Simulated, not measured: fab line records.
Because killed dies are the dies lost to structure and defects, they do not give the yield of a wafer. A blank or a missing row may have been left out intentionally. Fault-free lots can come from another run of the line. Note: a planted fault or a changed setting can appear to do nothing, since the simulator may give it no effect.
Struck lot and sound lot, side by side || flow sky130 || 15 steps out of a route of 708
Sound: these wafers, L394.1, L394.3, L394.6. The struck wafers were L406.2, L406.5, L406.6. At the end, the cause is stated.
Each step with rows lists, per side, the tool, then ch with its chambers, then its first start. Under that, the readings that differ: sound wafers || struck wafers || difference of the means || sigmas: that difference in standard deviations of wafers without a fault.
alike: readings whose means differ by less than 2 such deviations, and words and numbers that are the same on both sides. not compared: withheld readings, readings that some wafer has no value for, bounds like >300 that may hide the same value, and numbers for which the record gives no deviation and whose values overlap.
Wherever a step has rows on one side only, a row that says differs or no value, or a row with sigmas, the two part there. Numbers that don't overlap but have no deviation are shown without sigmas and don't part them. A reading that every wafer of one side lacks parts them only if that side has two wafers or more.

first, 3 steps without rows for these wafers: SKY_RES_PROTECT_PEB_05; SKY_RES_PROTECT_DEVELOP_06 (develop time 60 s); SKY_POLY_GATE_IMPLANT_02.
SKY_RES_PROTECT_STRIP_07: strips in O2/N2.
  sound on plasma asher-04 ch 0,1, day 16 23:33; struck on plasma asher-04 ch 0,1, day 22 11:54
  alike: drypump motor current A, oes product au, strip time to endpoint s
  not compared: rf hours counter h
SKY_RES_PROTECT_TW_MEAS_08:
  sound: film metro-02 at day 16 23:39; struck: film metro-02 at day 22 12:01
  alike: POLY_GATE_TW
then, 2 steps without rows for these wafers: SKY_RES_PROTECT_CLEAN_09 (cleans in SC1/SC2, time 150 s); SKY_POLY_GATE_CVD_03 (deposits Si3N4 from DCS/NH3, target thk 75 nm, time 1290 s).
SKY_POLY_GATE_THK_MEAS_04:
  sound: film metro-01 at day 17 01:51; struck: film metro-03 at day 22 14:36
  alike: POLY_GATE_CVD_03_THK
then, 4 steps without rows for these wafers: SKY_POLY_GATE_DEHYDRATE_05 (time 60 s); SKY_POLY_GATE_HMDS_06 (prime time 60 s); SKY_POLY_GATE_COAT_07 (resist thk 110 nm); SKY_POLY_GATE_COAT_08 (resist thk 450 nm).
SKY_POLY_GATE_SOFTBAKE_09: time 90 s.
  sound on litho track-03 ch 0, day 17 15:00; struck on litho track-04 ch 0, day 23 06:00
{"reading": "heater power total W (W)", "sound": "57.46 57.34 57.46", "struck": "57.88 58.01 58.02", "difference": "+0.55", "sigmas": "+5"}
{"reading": "plate temp C (C)", "sound": "100.14 100.09 100.10", "struck": "100.87 100.60 100.81", "difference": "+0.65", "sigmas": "+5"}
then, 1 step without rows for these wafers: SKY_POLY_GATE_EXPOSE_10 (exposes mask P1M, target cd 150 nm).
-- a jump in the record: the struck wafers' starts before and after are 27 days apart (it breaks off in module POLY_GATE and resumes in module PAD_OPEN, where the first step shown is number 708 of the route) --
SKY_PAD_OPEN_PROBE_99:
  sound: prober-01 at day 46 16:55; struck: prober-01 at day 50 08:28
  alike: killed_at_M0_to_M3, killed_at_M4_up, killed at contacts, killed at front end, killed at other, killed dies, killed on rim, killed open, killed short

WHERE THEY PART
Within this record, at SKY_POLY_GATE_SOFTBAKE_09 only. Later steps at which nothing parts them and some readings are alike: SKY_PAD_OPEN_PROBE_99.

WHY: the cause the simulator had injected
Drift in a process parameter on litho track-04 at SKY_POLY_GATE_SOFTBAKE_09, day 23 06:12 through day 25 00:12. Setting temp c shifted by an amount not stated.
